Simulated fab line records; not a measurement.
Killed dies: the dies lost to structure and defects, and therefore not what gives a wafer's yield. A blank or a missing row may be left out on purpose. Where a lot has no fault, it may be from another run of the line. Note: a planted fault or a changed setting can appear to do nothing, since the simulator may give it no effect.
Which tool did it? :: flow gf180mcu :: Sampling: 14 lots, 42 wafers, 4 of 602 route steps

== WHAT THE GAUGES SHOWED, per wafer ==
GF_HV_LDD_OVL_MEAS_08. Usual: HV_LDD_OVL gives -0.9 nm (standard deviation 1.3).
lot: L285
measured: day 10 04:04
on: overlay-01
HV_LDD_OVL (nm): -4.0 -2.3 -2.8
flag: 

lot: L286
measured: day 10 07:06
on: overlay-01
HV_LDD_OVL (nm): 1.0 2.0 -0.1
flag: 

lot: L291
measured: day 11 22:42
on: overlay-01
HV_LDD_OVL (nm): 1.4 0.6 1.6
flag: 

lot: L292
measured: day 12 07:47
on: overlay-01
HV_LDD_OVL (nm): -0.2 -0.8 -1.2
flag: 

lot: L293
measured: day 12 12:40
on: overlay-01
HV_LDD_OVL (nm): -1.4 -0.2 -4.1
flag: 

lot: L294
measured: day 13 00:22
on: overlay-02
HV_LDD_OVL (nm): -0.5 -0.5 0.4
flag: 

lot: L295
measured: day 13 06:24
on: overlay-01
HV_LDD_OVL (nm): 0.8 1.9 -1.2
flag: 

lot: L296
measured: day 13 14:32
on: overlay-01
HV_LDD_OVL (nm): 0.3 -3.2 0.2
flag: 

lot: L297
measured: day 13 23:09
on: overlay-02
HV_LDD_OVL (nm): -1.6 -0.9 0.6
flag: 

lot: L301
measured: day 15 06:51
on: overlay-02
HV_LDD_OVL (nm): -1.9 -3.8 -2.0
flag: 

lot: L303
measured: day 15 20:55
on: overlay-02
HV_LDD_OVL (nm): 0.5 0.5 -2.2
flag: 

lot: L306
measured: day 16 16:22
on: overlay-01
HV_LDD_OVL (nm): -0.8 -0.6 0.2
flag: 

lot: L307
measured: day 17 02:50
on: overlay-02
HV_LDD_OVL (nm): -1.8 0.6 -1.9
flag: 

lot: L308
measured: day 17 06:41
on: overlay-02
HV_LDD_OVL (nm): -1.4 0.3 -1.9
flag: 

GF_HV_LDD_OVL_MEAS_20. Usual: HV_LDD_01_OVL gives -0.6 nm (standard deviation 1.2).
lot: L285
measured: day 10 22:02
on: overlay-02
HV_LDD_01_OVL (nm): -2.6 -0.3 -0.2
flag: 

lot: L286
measured: day 11 01:17
on: overlay-02
HV_LDD_01_OVL (nm): 0.0 -0.3 1.4
flag: 

lot: L291
measured: day 12 18:10
on: overlay-01
HV_LDD_01_OVL (nm): 2.3 -0.7 -0.5
flag: 

lot: L292
measured: day 13 03:50
on: overlay-02
HV_LDD_01_OVL (nm): 0.3 2.1 1.6
flag: 

lot: L293
measured: day 13 08:55
on: overlay-01
HV_LDD_01_OVL (nm): 0.0 -0.2 -0.5
flag: 

lot: L294
measured: day 13 20:58
on: overlay-02
HV_LDD_01_OVL (nm): 0.3 -0.5 -0.2
flag: 

lot: L295
measured: day 14 02:13
on: overlay-02
HV_LDD_01_OVL (nm): 0.1 -1.3 1.2
flag: 

lot: L296
measured: day 14 10:13
on: overlay-02
HV_LDD_01_OVL (nm): -0.8 -1.8 -1.9
flag: 

lot: L297
measured: day 14 19:07
on: overlay-02
HV_LDD_01_OVL (nm): -2.7 -1.0 -1.6
flag: 

lot: L301
measured: day 16 04:01
on: overlay-01
HV_LDD_01_OVL (nm): -0.6 0.3 0.3
flag: 

lot: L303
measured: day 16 18:52
on: overlay-01
HV_LDD_01_OVL (nm): -1.6 -2.2 -2.8
flag: 

lot: L306
measured: day 17 13:46
on: overlay-01
HV_LDD_01_OVL (nm): -2.5 0.6 -0.1
flag: 

lot: L307
measured: day 18 00:50
on: overlay-02
HV_LDD_01_OVL (nm): 0.5 1.3 -2.9
flag: 

lot: L308
measured: day 18 06:32
on: overlay-02
HV_LDD_01_OVL (nm): 0.2 -0.9 -2.2
flag: 

GF_HV_LDD_TW_MEAS_50. Usual: HV_LDD_4_TW gives 563 (standard deviation 3.9).
lot: L285
measured: day 12 12:24
on: film_metro-01
HV_LDD_4_TW: 565 562 564
flag: 

lot: L286
measured: day 12 15:19
on: film_metro-02
HV_LDD_4_TW: 569 567 567
flag: 

lot: L291
measured: day 14 10:40
on: film_metro-04
HV_LDD_4_TW: 562 562 560
flag: 

lot: L292
measured: day 14 20:39
on: film_metro-04
HV_LDD_4_TW: 563 562 560
flag: 

lot: L293
measured: day 15 01:36
on: film_metro-04
HV_LDD_4_TW: 559 559 562
flag: 

lot: L294
measured: day 15 15:51
on: film_metro-02
HV_LDD_4_TW: 563 568 565
flag: 

lot: L295
measured: day 15 22:09
on: film_metro-04
HV_LDD_4_TW: 557 561 558
flag: 

lot: L296
measured: day 16 07:23
on: film_metro-04
HV_LDD_4_TW: 561 557 559
flag: 

lot: L297
measured: day 16 15:23
on: film_metro-04
HV_LDD_4_TW: 556 556 562
flag: 

lot: L301
measured: day 18 03:49
on: film_metro-02
HV_LDD_4_TW: 570 568 569
flag: 

lot: L303
measured: day 18 17:24
on: film_metro-04
HV_LDD_4_TW: 560 562 562
flag: 

lot: L306
measured: day 19 15:00
on: film_metro-04
HV_LDD_4_TW: 561 560 560
flag: 

lot: L307
measured: day 20 02:07
on: film_metro-02
HV_LDD_4_TW: 566 565 564
flag: 

lot: L308
measured: day 20 08:21
on: film_metro-04
HV_LDD_4_TW: 556 563 561
flag: 

== WHAT TOOL EACH LOT RAN ON (gives the tool, then ch and the chambers of the sampled wafers, and finally the start) ==
lot: L285
GF_HV_LDD_IMPLANT_36: implanter-01 ch 0, day 11 17:11

lot: L286
GF_HV_LDD_IMPLANT_36: implanter-03 ch 0, day 11 19:38

lot: L291
GF_HV_LDD_IMPLANT_36: implanter-04 ch 0, day 13 14:47

lot: L292
GF_HV_LDD_IMPLANT_36: implanter-04 ch 0, day 14 00:00

lot: L293
GF_HV_LDD_IMPLANT_36: implanter-04 ch 0, day 14 04:57

lot: L294
GF_HV_LDD_IMPLANT_36: implanter-01 ch 0, day 14 17:50

lot: L295
GF_HV_LDD_IMPLANT_36: implanter-01 ch 0, day 14 23:54

lot: L296
GF_HV_LDD_IMPLANT_36: implanter-04 ch 0, day 15 08:26

lot: L297
GF_HV_LDD_IMPLANT_36: implanter-03 ch 0, day 15 17:06

lot: L301
GF_HV_LDD_IMPLANT_36: implanter-03 ch 0, day 17 04:27

lot: L303
GF_HV_LDD_IMPLANT_36: implanter-03 ch 0, day 17 18:03

lot: L306
GF_HV_LDD_IMPLANT_36: implanter-04 ch 0, day 18 14:11

lot: L307
GF_HV_LDD_IMPLANT_36: implanter-03 ch 0, day 19 01:11

lot: L308
GF_HV_LDD_IMPLANT_36: implanter-03 ch 0, day 19 07:12
- GF_HV_LDD_IMPLANT_36

== WHAT THE TOOLS THEMSELVES READ (means of the sampled wafers that have a number; where no wafer has one, the mark that the record gives instead) ==
GF_HV_LDD_IMPLANT_36. Usual: beam_energy_keV 60.000, standard deviation 0.019; rotation_deg 269.99 degrees, standard deviation 0.051.
lot: L285
tool: implanter-01
beam_energy_keV: 60.002
rotation_deg (degrees): 270.00
flag: 

lot: L286
tool: implanter-03
beam_energy_keV: 59.984
rotation_deg (degrees): 269.96
flag: 

lot: L291
tool: implanter-04
beam_energy_keV: 60.011
rotation_deg (degrees): 269.98
flag: 

lot: L292
tool: implanter-04
beam_energy_keV: 59.998
rotation_deg (degrees): 270.02
flag: 

lot: L293
tool: implanter-04
beam_energy_keV: 60.013
rotation_deg (degrees): 367.43
flag: OFF

lot: L294
tool: implanter-01
beam_energy_keV: 59.964
rotation_deg (degrees): 269.96
flag: 

lot: L295
tool: implanter-01
beam_energy_keV: 60.026
rotation_deg (degrees): 269.99
flag: 

lot: L296
tool: implanter-04
beam_energy_keV: 60.017
rotation_deg (degrees): 367.44
flag: OFF

lot: L297
tool: implanter-03
beam_energy_keV: 60.003
rotation_deg (degrees): 269.94
flag: 

lot: L301
tool: implanter-03
beam_energy_keV: 60.013
rotation_deg (degrees): 270.00
flag: 

lot: L303
tool: implanter-03
beam_energy_keV: 59.983
rotation_deg (degrees): 269.98
flag: 

lot: L306
tool: implanter-04
beam_energy_keV: 59.995
rotation_deg (degrees): 270.01
flag: 

lot: L307
tool: implanter-03
beam_energy_keV: 59.997
rotation_deg (degrees): 269.97
flag: 

lot: L308
tool: implanter-03
beam_energy_keV: 59.995
rotation_deg (degrees): 270.01
flag: 

== THE ANSWER, worked out from the rows above alone ==
Rule: take the mean of a lot's wafers that have a number; if it is more than 3 standard deviations from the usual mean, the lot is off. Also off: a lot with no number at a reading for which 4 or more lots have one. All remaining lots with rows at the step are treated as sound. Order of review: gauges by route order, followed by the tools' own readings, for which a lot's mean as printed above is used. The first step at which some lot is off is used, and at that step the reading that is off furthest; a lot without a number counts as furthest.
Off: L293, L296, at GF_HV_LDD_IMPLANT_36 (rotation_deg).
If a tool, at that step or one of the process steps before it, ran each lot that is off and ran no sound lot following the first of them, it fits. No candidate that was tried fits.

== WHAT THE SIMULATOR HAD PUT IN ==
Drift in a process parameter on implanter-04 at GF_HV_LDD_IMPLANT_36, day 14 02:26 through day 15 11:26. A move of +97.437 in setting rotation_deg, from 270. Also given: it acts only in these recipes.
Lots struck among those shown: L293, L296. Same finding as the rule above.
